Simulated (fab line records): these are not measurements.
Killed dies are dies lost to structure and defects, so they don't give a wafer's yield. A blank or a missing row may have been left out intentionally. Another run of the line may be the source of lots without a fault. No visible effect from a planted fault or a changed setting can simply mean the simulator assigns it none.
Code-filled problem report in 8D (eight disciplines) form -- flow sky130 -- the parts of the form that need people (team, actions taken, sign-off) are left out

== 1. THE ISSUE ==
Wafers without a fault read 27.99, standard deviation 0.044; exposure-dose-mJ-cm2 at SKY_METAL2_EXPOSE_12 reads a mean of 27.29 on 6 wafers belonging to 2 lots. Relative to the usual mean, that is a shift of -16 standard deviations.
The step: exposes mask MM2, target cd 140 nm.
First observed at day 37 19:29: wafer L271.3, on krf-scanner-02. Wafers with a number at this step in the record: 18, from 6 lots. Rule for "out", or "out of limits": more than 4 standard deviations from the usual mean. All remaining wafers that have a number are taken as sound.

== 2. WHAT IT IS, WHAT IT ISN'T ==
question,is,is not
which readings at this step,exposure-dose-mJ-cm2,-
which lots,"L271, L272","L262, L269, L278, L282"
which wafers of those lots,all that have a number,-
read on which tools,krf-scanner-02,krf-scanner-01
when,from day 37 19:29,"up to then (6 sound wafers); but 6 sound wafers of L278, L282 came after"

== 3. THE SUSPECTS, EACH WITH WHAT RULES IT OUT ==
Counting: a tool at any process step up to the reading remains a suspect when it ran all the lots that are out and ran no sound lot after the first of those.
- krf-scanner-02 at SKY_METAL2_EXPOSE_12 (exposes mask MM2, target cd 140 nm): kept. Every lot that is out went through it, starting with L271 (day 37 19:29), and after that it ran no sound lot; the last sound lot it ran before then is L262 (day 34 14:39). Out on those wafers are its own readings of exposure-dose-mJ-cm2.
After counting, what remains is krf-scanner-02 at SKY_METAL2_EXPOSE_12.

== 4. THE CAUSE (what the simulator had put in) ==
Process parameter drift: krf-scanner-02, from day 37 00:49 on, at SKY_METAL2_EXPOSE_12. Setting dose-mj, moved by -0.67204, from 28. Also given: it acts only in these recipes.
Counting left only this tool.

== 5. SEQUENCE OF EFFECTS, ordered by route ==
Each row: a reading where the mean over the struck wafers with a number is more than 3 standard deviations away from the usual. Only readings for which the record gives a usual standard deviation are gone through. hours: the time from each lot's start at the first step in this table that gives one to its start at this step, as a median over the lots. sigmas: the change in usual standard deviations.
hours,step,reading,usual,on struck wafers,change,sigmas
0,SKY_METAL2_EXPOSE_12,exposure-dose-mJ-cm2,27.99,27.29,-0.70,-16
Its process steps:
- SKY_METAL2_EXPOSE_12: exposes mask MM2, target cd 140 nm.
At these later measuring or inspecting steps, every struck wafer for which the step has a row has a number for every such reading, and none has moved that far: SKY_METAL2_CD_MEAS_15, SKY_METAL2_OVL_MEAS_16.

== 6. WHAT WOULD HAVE CAUGHT IT SOONER ==
First out-of-limits reading in this record: day 37 19:29, which is 19 hours after fault onset at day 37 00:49.
